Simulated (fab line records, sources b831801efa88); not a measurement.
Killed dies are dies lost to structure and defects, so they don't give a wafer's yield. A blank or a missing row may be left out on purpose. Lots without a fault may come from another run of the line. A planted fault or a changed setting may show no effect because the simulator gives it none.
fab line records | flow gf180mcu
record lots=6 wafers=18 last_day=34
route steps=602 shown NSD@246 PSD@248
lots that met no fault: from a run of the same line without faults
start_h: hours from the record's first day to the start of the lot's first wafer shown | wait_h: hours since the lot's step before | " the same as in the row above | L1.1+2: a row that stands for several wafers | - no value, or no start given | * or withheld: withheld | < > ~ a bound
route shown NAME@n: a module of which the file shows steps, and the number in the route of the first | usual: mean/standard deviation of fault-free wafers | same: alike in all rows | chamber/n: place in a boat | sites: the reading at each site | _std_site: their standard deviation | _edge_site: outer sites' mean less inner sites' | radius_mm: how far each site lies from the wafer's centre | mask NAME#n: copy n | behind: the tool/chamber that last shaped the wafer | hold: why the lot was held/for how many hours/how that ended | device: the transistor (n, p or np) that didn't switch | end of line: the same wafers' tests at the end of the route | a step without rows: its recipe alone | killed: dies lost to structure and defects at the first sort, not the wafer's yield | map: a wafer's dies, x killed, . not, _ none there
set.NAME: the setting as run; set.NAME@STEP: as run at that earlier step | model.NAME: the simulator's own value behind a step, which no gauge read
lots at some steps of the route; a table a step, a row a wafer
services: from which hour (start_h, from the record's first day; less than 0 if before it) a tool's chamber was out of use, for how many hours, and why
## steps
# step GF_NSD_STRIP_11
# recipe chemistry=O2/N2 power_w=1400 pressure_mtorr=1500 platen_temp_c=250 o2_flow_sccm=3000 n2_flow_sccm=300 overash_fraction=0.5
# usual chamber_pressure_mTorr=1499.9/1.5 drypump_motor_current_A=5.7/0.57 heater_power_w=362/53 o2_flow_sccm=3000/9.5 oes_product_au=0.488/0.0048 strip_time_to_endpoint_s=22.97/0.036
# same overash_fraction=0.5
# columns lot.wafer tool chamber start_h wait_h chamber_pressure_mTorr drypump_motor_current_A heater_power_w o2_flow_sccm oes_product_au rf_hours_counter_h strip_time_to_endpoint_s
L876.1 plasma_asher-01 1 299.25 0.1 1497.8 6.0 313 2990 0.486 64 22.94
L876.2 " 0 " " 1498.5 6.7 419 3004 0.494 64 22.95
L876.6 " 1 " " 1500.0 6.0 319 2969 0.492 - 22.93
L883.1 plasma_asher-01 1 358.78 0.1 1498.7 6.0 323 2990 0.487 70 22.95
L883.4 " 0 " " 1498.9 6.6 414 3011 0.475 - 22.97
L883.6 " 1 " " 1498.9 6.0 319 2991 0.495 - 22.95
L890.2 plasma_asher-02 1 412.48 0.1 1501.8 5.7 324 2995 0.482 64 23.02
L890.4 " 1 " " 1499.7 5.7 331 2999 0.478 - 22.99
L890.5 " 0 " " 1498.2 5.9 367 2993 0.495 - 23.00
L891.1 plasma_asher-01 0 423.08 0.1 1497.8 6.6 422 3008 0.496 77 23.04
L891.2 " 1 " " 1500.0 6.0 311 3018 0.498 77 23.02
L891.5 " 1 " " 1499.5 6.0 319 2994 0.487 - 23.04
L896.1 plasma_asher-02 1 460.59 0.1 1498.4 5.7 334 3004 0.489 69 22.92
L896.3 " 1 " " 1498.5 5.7 329 3005 0.487 - 22.95
L896.4 " 0 " " 1501.6 5.9 368 3004 0.491 - 22.97
L899.1 plasma_asher-04 1 483.48 0.1 1500.5 5.2 441 2998 0.489 6 22.95
L899.2 " 0 " " 1495.6 5.0 301 2987 0.489 6 22.93
L899.6 " 0 " " 1500.1 5.0 298 3016 0.491 - 22.90
# step GF_NSD_TW_MEAS_12
# usual NSD_TW=4300/66
# columns lot.wafer tool chamber start_h wait_h NSD_TW
L876.1 film_metro-03 - 299.35 0.1 4360
L876.2 " - " " 4340
L876.6 " - " " 4339
L883.1 film_metro-02 - 358.88 0.1 4233
L883.4 " - " " 4219
L883.6 " - " " 4257
L890.2 film_metro-02 - 412.59 0.1 4240
L890.4 " - " " 4243
L890.5 " - " " 4260
L891.1 film_metro-02 - 423.18 0.1 4237
L891.2 " - " " 4241
L891.5 " - " " 4236
L896.1 film_metro-03 - 460.69 0.1 4361
L896.3 " - " " 4386
L896.4 " - " " 4364
L899.1 film_metro-03 - 483.58 0.1 4416
L899.2 " - " " 4421
L899.6 " - " " 4408
# step GF_PSD_DEHYDRATE_00
# recipe temp_c=200 time_s=60
# step GF_PSD_HMDS_01
# recipe prime_time_s=60 prime_temp_c=120
# step GF_PSD_COAT_02
# recipe resist=NOVOLAK spin_rpm=3000 resist_thk_nm=1000
# step GF_PSD_SOFTBAKE_03
# recipe temp_c=90 time_s=60 resist=NOVOLAK
# step GF_PSD_EXPOSE_04
# recipe mask_id=Pplus target_cd_nm=400 na=0.6 source_shape=conventional sigma_outer=0.6 dose_mj=140
# step GF_PSD_PEB_05
# recipe temp_c=withheld time_s=* resist=NOVOLAK
# step GF_PSD_DEVELOP_06
# recipe develop_time_s=60 dev_temp_c=23
# step GF_PSD_CD_MEAS_07
# recipe target_cd_nm=400
# usual cd_nm=400.0/2.5
# columns lot.wafer tool chamber start_h wait_h cd_nm
L876.1 cd_sem-01 - 319.88 0.1 400.6
L876.2 " - " " 400.0
L876.6 " - " " 399.5
L883.1 cd_sem-01 - 381.32 0.1 400.2
L883.4 " - " " 401.5
L883.6 " - " " 400.1
L890.2 cd_sem-01 - 436.79 0.1 399.2
L890.4 " - " " 399.0
L890.5 " - " " 398.2
L891.1 cd_sem-02 - 447.07 0.1 403.1
L891.2 " - " " 401.3
L891.5 " - " " 399.8
L896.1 cd_sem-01 - 484.47 0.1 402.2
L896.3 " - " " 398.8
L896.4 " - " " 398.7
L899.1 cd_sem-02 - 506.98 0.1 400.1
L899.2 " - " " 399.8
L899.6 " - " " 399.4
# step GF_PSD_OVL_MEAS_08
# usual PSD_OVL=-0.2/1.1
# columns lot.wafer tool chamber start_h wait_h PSD_OVL[nm]
L876.1 overlay-01 - 320.00 0.1 -0.4
L876.2 " - " " -0.9
L876.6 " - " " 0.4
L883.1 overlay-02 - 381.44 0.1 0.9
L883.4 " - " " 0.3
L883.6 " - " " 1.3
L890.2 overlay-01 - 436.90 0.1 -0.2
L890.4 " - " " -0.6
L890.5 " - " " -1.4
L891.1 overlay-02 - 447.19 0.1 0.0
L891.2 " - " " 0.7
L891.5 " - " " 1.5
L896.1 overlay-02 - 484.59 0.1 0.3
L896.3 " - " " 0.7
L896.4 " - " " 0.2
L899.1 overlay-02 - 507.10 0.1 -1.5
L899.2 " - " " -2.0
L899.6 " - " " -2.3
# step GF_PSD_IMPLANT_09
# recipe species=BF2 energy_kev=40 dose_cm2=1.5e+15 tilt_deg=7
# step GF_PSD_STRIP_10
# recipe chemistry=O2/N2 power_w=1400 pressure_mtorr=1500 platen_temp_c=250 o2_flow_sccm=3000 n2_flow_sccm=300 overash_fraction=0.5
# usual chamber_pressure_mTorr=1500.0/1.4 drypump_motor_current_A=5.9/0.49 heater_power_w=352/35 o2_flow_sccm=2999/7.5 oes_product_au=0.592/0.0043 overash_fraction=0.5/0 strip_time_to_endpoint_s=16.53/0.036
# columns lot.wafer tool chamber start_h wait_h chamber_pressure_mTorr drypump_motor_current_A heater_power_w o2_flow_sccm oes_product_au overash_fraction rf_hours_counter_h strip_time_to_endpoint_s model.NOVOLAK_of_PSD_COAT_02.thk_nm
L876.1 plasma_asher-02 1 320.19 0.1 1501.4 5.7 332 2995 0.589 0.5 55 16.48 0
L876.2 " 0 " " 1501.5 5.9 373 2984 0.591 0.5 55 16.53 0
L876.6 " 0 " " 1500.6 5.9 369 2999 0.592 0.5 - 16.50 0
L883.1 plasma_asher-03 1 381.63 0.1 1502.8 5.1 326 2986 0.596 0.5 27 16.56 0
L883.4 " 0 " " 1500.4 5.4 355 2981 0.585 0.5 - 16.53 0
L883.6 " 1 " " 1500.0 5.1 334 2990 0.588 0.5 - 16.52 0
L890.2 plasma_asher-03 1 437.08 0.1 - - - - - - - - 1005
L890.4 " 0 " " - - - - - - - - 1001
L890.5 " 1 " " - - - - - - - - 1002
L891.1 plasma_asher-03 0 447.38 0.1 - - - - - - - - 1000
L891.2 " 1 " " - - - - - - - - 1001
L891.5 " 0 " " - - - - - - - - 1001
L896.1 plasma_asher-02 0 484.78 0.1 1501.0 5.9 356 2972 0.597 0.5 72 16.61 0
L896.3 " 0 " " 1502.6 5.9 367 2993 0.591 0.5 - 16.59 0
L896.4 " 1 " " 1498.2 5.7 327 3000 0.594 0.5 - 16.60 0
L899.1 plasma_asher-01 0 507.28 0.1 1500.5 6.6 403 3008 0.598 0.5 86 16.58 0
L899.2 " 1 " " 1499.1 6.0 316 2986 0.587 0.5 86 16.55 0
L899.6 " 0 " " 1500.2 6.6 407 2991 0.596 0.5 - 16.57 0
# step GF_PSD_TW_MEAS_11
# usual PSD_TW=3218/48
# columns lot.wafer tool chamber start_h wait_h PSD_TW
L876.1 film_metro-02 - 320.29 0.1 3193
L876.2 " - " " 3183
L876.6 " - " " 3189
L883.1 film_metro-03 - 381.73 0.1 3295
L883.4 " - " " 3291
L883.6 " - " " 3296
L890.2 film_metro-04 - 437.19 0.1 3173
L890.4 " - " " 3191
L890.5 " - " " 3186
L891.1 film_metro-03 - 447.48 0.1 3307
L891.2 " - " " 3290
L891.5 " - " " 3277
L896.1 film_metro-02 - 484.88 0.1 3170
L896.3 " - " " 3163
L896.4 " - " " 3167
L899.1 film_metro-03 - 507.38 0.1 3288
L899.2 " - " " 3274
L899.6 " - " " 3283
## services
# columns tool chamber start_h hours kind
plasma_asher-01 - 282.93 7.6 repair
plasma_asher-02 - 304.14 4.3 repair
plasma_asher-02 - 331.02 4.3 repair
plasma_asher-04 - 347.79 2.5 repair
plasma_asher-04 - 421.25 9.0 pm
plasma_asher-04 0 421.25 9.0 vent_cycle
plasma_asher-04 1 421.25 9.0 vent_cycle
plasma_asher-04 0 430.25 - clean
plasma_asher-04 1 430.25 - clean
plasma_asher-02 - 472.44 1.8 repair
plasma_asher-04 - 491.10 2.8 pm
plasma_asher-04 - 494.74 0.9 repair
## key
first_sign step=GF_PSD_STRIP_10 reading=tool_record direction=missing
effect none on later readings
model_effect step=GF_PSD_STRIP_10 value=NOVOLAK_of_PSD_COAT_02.thk_nm without=0 struck=1002
met_at GF_PSD_STRIP_10
struck_wafers L890.2,L890.4,L890.5,L891.1,L891.2,L891.5
later_rows_left_out L890.2,L890.4,L890.5,L891.1,L891.2,L891.5
sort_left_out L890.2,L890.4,L890.5,L891.1,L891.2,L891.5
tester_left_out L890,L891
onset_between 381.63 437.08
fault kind=skipped_step_whole tool=plasma_asher-03 chamber=- onset_h=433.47 steps=GF_PSD_STRIP_10 scope=struck_lots_only
# tester_left_out: of these lots the tester's yield and bins aren't shown, on N5 and GAA mostly nor the transistor test; their killed dies are dies lost to structure and defects alone, not to doping, threshold or leakage, so they don't give the yield
# sort_left_out: the simulated sort isn't trusted on such a fault, so these wafers' sort isn't shown, and their yield isn't known
# later_rows_left_out: the simulator's readings of these wafers behind a module that went badly wrong aren't trusted and aren't shown, but for the sort
